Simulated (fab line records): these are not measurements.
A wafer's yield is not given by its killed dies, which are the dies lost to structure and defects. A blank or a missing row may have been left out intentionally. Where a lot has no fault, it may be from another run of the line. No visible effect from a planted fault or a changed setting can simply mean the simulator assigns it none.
Which tool is to blame? :: flow gf180mcu :: Sampling: 6 lots, 18 wafers, 3 of 602 route steps

## WHAT THE GAUGES READ, wafer by wafer
GF_V4_THK_MEAS_01.
lot: L913
measured: day 23 21:01
on: film_metro-01
V4_CVD_00_THK (nm): 598 596 603

lot: L916
measured: day 25 00:28
on: film_metro-04
V4_CVD_00_THK (nm): 598 601 594

lot: L920
measured: day 26 09:07
on: film_metro-03
V4_CVD_00_THK (nm): 587 590 591

lot: L928
measured: day 28 21:35
on: film_metro-01
V4_CVD_00_THK (nm): 604 608 589

lot: L931
measured: day 29 15:27
on: film_metro-01
V4_CVD_00_THK (nm): 598 575 589

lot: L934
measured: day 30 10:27
on: film_metro-03
V4_CVD_00_THK (nm): 603 602 613

## WHAT TOOL EACH LOT RAN ON (gives the tool, then ch and the chambers of the sampled wafers, and finally the start)
lot: L913
GF_V2_ETCH_17: rie_diel-03 ch 0,2, day 20 18:00
GF_M4_STRIP_17: plasma_asher-04 ch 0,1, day 23 20:25

lot: L916
GF_V2_ETCH_17: rie_diel-03 ch 1,3, day 21 23:00
GF_M4_STRIP_17: plasma_asher-02 ch 0,1, day 24 23:52

lot: L920
GF_V2_ETCH_17: rie_diel-01 ch 1,2,3, day 23 09:00
GF_M4_STRIP_17: plasma_asher-02 ch 0,1, day 26 08:31

lot: L928
GF_V2_ETCH_17: rie_diel-01 ch 1,2,3, day 26 04:00
GF_M4_STRIP_17: plasma_asher-02 ch 0,1, day 28 20:59

lot: L931
GF_V2_ETCH_17: rie_diel-02 ch 1,2, day 26 22:00
GF_M4_STRIP_17: plasma_asher-04 ch 0,1, day 29 14:49

lot: L934
GF_V2_ETCH_17: rie_diel-01 ch 1,2, day 27 20:00
GF_M4_STRIP_17: plasma_asher-02 ch 0,1, day 30 09:50
- GF_V2_ETCH_17: etches SiO2 in C4F8/O2/Ar, stops on TiN, target depth 630 nm.
- GF_M4_STRIP_17: strips in O2/N2.

## THE ANSWER, worked out from the rows above alone
Rule: usual is defined by the lots themselves. Put in order of their means at a reading, lots are off if they are a third of the lots or fewer, leave a main group of 4 or more, and stand apart from it by a gap of 3 or more times the standard deviation of the main group's means; of several such gaps the widest counts. A main group whose means are all the same, to the digits that the tables above print for the reading, isn't used. Also off: a lot with no number at a reading for which 4 or more lots have one. Where the step has rows for the other lots, those lots are counted as sound.
No lot is off on any of the readings shown, so nothing can be concluded from this.

## WHAT THE SIMULATOR PUT IN
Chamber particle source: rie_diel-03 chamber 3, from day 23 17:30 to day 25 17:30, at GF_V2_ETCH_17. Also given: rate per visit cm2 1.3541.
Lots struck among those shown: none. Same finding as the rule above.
